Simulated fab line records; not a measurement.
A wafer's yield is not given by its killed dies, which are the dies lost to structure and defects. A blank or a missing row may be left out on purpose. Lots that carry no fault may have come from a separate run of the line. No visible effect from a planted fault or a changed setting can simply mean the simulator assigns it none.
The tool behind it: which one? -- flow sky130 -- route of 708 steps, sampled at 1 step: 10 lots, 30 wafers

== WHAT THE GAUGES SHOWED, per wafer ==
SKY_METAL1_CD_MEAS_15: target cd 140 nm.
lot,measured,on,cd_nm (nm)
L172,day 33 11:28,cd_sem-01,141.6 140.0 141.3
L173,day 34 05:06,cd_sem-01,140.6 138.9 139.2
L176,day 35 05:07,cd_sem-02,140.6 142.0 141.4
L178,day 35 19:52,cd_sem-02,141.9 142.4 140.2
L181,day 37 07:38,cd_sem-02,138.1 139.6 140.5
L184,day 37 13:03,cd_sem-02,142.7 142.0 143.4
L186,day 38 07:35,cd_sem-02,140.7 142.0 142.1
L189,day 39 09:56,cd_sem-01,139.6 140.1 141.8
L191,day 39 21:04,cd_sem-02,142.1 140.1 141.1
L192,day 39 22:52,cd_sem-01,141.9 141.2 140.8

== WHICH TOOL RAN EACH LOT (tool, then ch and the chambers of the sampled wafers, then the start) ==
There is no process step in the record ahead of these readings.

== AS READ BY THE TOOLS THEMSELVES (means over the sampled wafers that have a number; for cases with no such wafer, the mark the record gives instead) ==
The record holds no such reading with a usual standard deviation.

== THE ANSWER, worked out from the rows above alone ==
Rule: the usual values come from the lots themselves. Put in order of their means at a reading, lots are off if they are a third of the lots or fewer, leave a main group of 4 or more, and stand apart from it by a gap of 3 or more times the standard deviation of the main group's means; of several such gaps the widest counts. A main group is skipped when, at the precision printed for the reading in the tables above, its means are all equal. Also off: a lot with no number at a reading for which 4 or more lots have one. Where the step has rows for the other lots, those lots are counted as sound. After the gauges, taken in route order, come the tools' own readings; for these a lot's mean is taken, as printed above. The first step at which some lot is off is used, and at that step the reading that is off furthest; a lot without a number counts as furthest.
None of the lots is off at any reading shown; this tells nothing.

== WHAT WAS PUT IN BY THE SIMULATOR ==
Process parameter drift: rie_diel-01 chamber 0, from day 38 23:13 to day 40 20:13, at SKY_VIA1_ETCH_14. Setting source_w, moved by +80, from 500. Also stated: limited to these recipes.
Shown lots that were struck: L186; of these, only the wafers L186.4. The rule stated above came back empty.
